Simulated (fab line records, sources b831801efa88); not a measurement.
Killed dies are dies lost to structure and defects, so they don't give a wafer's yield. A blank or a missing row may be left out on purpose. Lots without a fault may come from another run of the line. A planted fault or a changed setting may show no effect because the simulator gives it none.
Chamber matching | flow sky130 | SKY_CONTACT_ETCH_16 on rie_diel-03: 4 sister chambers
The step etches BARC in N2/H2, stops on SiO2, time 45.9 s, target depth 60 nm. 4 wafers are shown with their chamber, then 7 later ones without.

WAFERS WITH THEIR CHAMBER
wafer  | chamber | bias_w (W)
L964.1 | 1       | 99.64
L966.6 | 2       | 99.42
L968.1 | 0       | 99.87
L968.4 | 3       | 99.80

WAFERS WITHOUT THEIR CHAMBER
wafer  | bias_w (W)
L968.5 | 100.48
L975.2 | 99.38
L975.4 | 99.56
L975.5 | 99.64
L982.3 | 99.98
L982.4 | 100.19
L982.5 | 99.93

WHICH CHAMBER EACH WENT THROUGH
wafer  | from the rows above               | in truth
L968.5 | can't be placed: 0 or 3 or 1 or 2 | 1
L975.2 | can't be placed: 2 or 1 or 3 or 0 | 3
L975.4 | can't be placed: 1 or 2 or 3 or 0 | 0
L975.5 | can't be placed: 1 or 3 or 2 or 0 | 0
L982.3 | can't be placed: 0 or 3 or 1 or 2 | 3
L982.4 | can't be placed: 0 or 3 or 1 or 2 | 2
L982.5 | can't be placed: 0 or 3 or 1 or 2 | 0
Placed correctly: 0 of 7. Can't be placed from these rows: 7 (the true chamber is among the candidates in 7). Placed wrongly: 0.
How it was worked out, from the rows above alone: a wafer's distance from a chamber is the root of the sum, over the readings, of the square of ((its reading less the chamber's mean) divided by the reading's scatter). The wafer belongs to the nearest chamber; if the next one is less than 2 further off, it can't be placed. A chamber's mean is the mean of its shown wafers. The scatter: with one shown wafer a chamber, the root of the mean of the squares of how far each hidden wafer lies from its nearest shown one.
